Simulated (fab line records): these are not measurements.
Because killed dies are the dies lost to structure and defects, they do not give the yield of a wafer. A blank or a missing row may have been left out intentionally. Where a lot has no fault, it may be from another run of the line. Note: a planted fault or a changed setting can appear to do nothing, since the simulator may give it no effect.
8D (eight disciplines) problem report, filled in by code | flow sfq_line | the parts of the form that need people (team, actions taken, sign-off) are left out

## 1. THE PROBLEM
M7_OVL at SFQ_M7_OVL_MEAS_945 reads a mean of 64 nm on 12 wafers of 4 lots; wafers without a fault read 1 nm with a standard deviation of 4.6. That is +14 standard deviations from the usual mean.
The first sign was on wafer L509.1 at day 77 15:16, on overlay-01. Wafers with a number at this step in the record: 45, from 15 lots. Rule for "out" (also "out of limits"): further than 4 standard deviations from the usual mean. All remaining wafers that have a number are taken as sound.

## 2. WHAT IT IS AND WHAT IT IS NOT
question                    | is                     | is not
which readings at this step | M7_OVL                 | -
which lots                  | L509, L510, L511, L512 | L504, L505, L506, L507, L508, L516, L517, L518, L519, L520, L521
which wafers of those lots  | all that have a number | -
read on which gauges        | overlay-01             | overlay-02
when                        | from day 77 15:16      | up to then (15 sound wafers); but 18 sound wafers of L516, L517, L518, L519, L520, L521 came after

## 3. SUSPECTS, AND WHAT RULES EACH OUT
Counting: any tool at a process step up to the reading is kept as a suspect provided that every lot that is out went through it and no sound lot did after the first of them.
- the gauge at SFQ_M7_OVL_MEAS_945: kept. All the wafers that are out were read on overlay-01, and no step on other tools shows them out.
- krf_scanner-01 at SFQ_TRILAYER_M7_LITHO_EXPOSE_178 (exposes mask M7, target cd 500 nm): kept. All lots that are out passed through it, beginning with L509 at day 77 13:46, and no sound lot followed; its final sound lot before that point was L508 at day 77 05:41.
Remaining after the count are krf_scanner-01 at SFQ_TRILAYER_M7_LITHO_EXPOSE_178 and overlay-01 at SFQ_M7_OVL_MEAS_945.

## 4. THE CAUSE (what the simulator had put in)
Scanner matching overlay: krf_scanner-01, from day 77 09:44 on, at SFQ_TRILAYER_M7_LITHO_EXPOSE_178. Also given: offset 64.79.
Counting left 2 suspects, and this tool is among them.

## 5. THE EFFECT CHAIN, in route order
Rows list readings where the struck wafers' mean (over those with a number) sits beyond 3 standard deviations from the usual. Readings are gone through only where the record gives a usual standard deviation; hours: the median, over the lots, of the time from a lot's start at the first step in this table giving one to that lot's start at this step; sigmas: the change measured in usual standard deviations.
hours | step                | reading | usual | on struck wafers | change | sigmas
0     | SFQ_M7_OVL_MEAS_945 | M7_OVL  | 1 nm  | 64               | +63    | +14

## 6. WHAT WOULD HAVE CAUGHT IT SOONER
Counted from the fault's start at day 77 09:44, it took 6 hours until the first out-of-limits reading at a measuring or inspecting step in this record, taken at day 77 15:16.
Lots out: 4; of these, L510, L511, L512 started SFQ_TRILAYER_M7_LITHO_EXPOSE_178 on krf_scanner-01 after day 77 15:16. A hold on the tool at that time would have spared those 3.
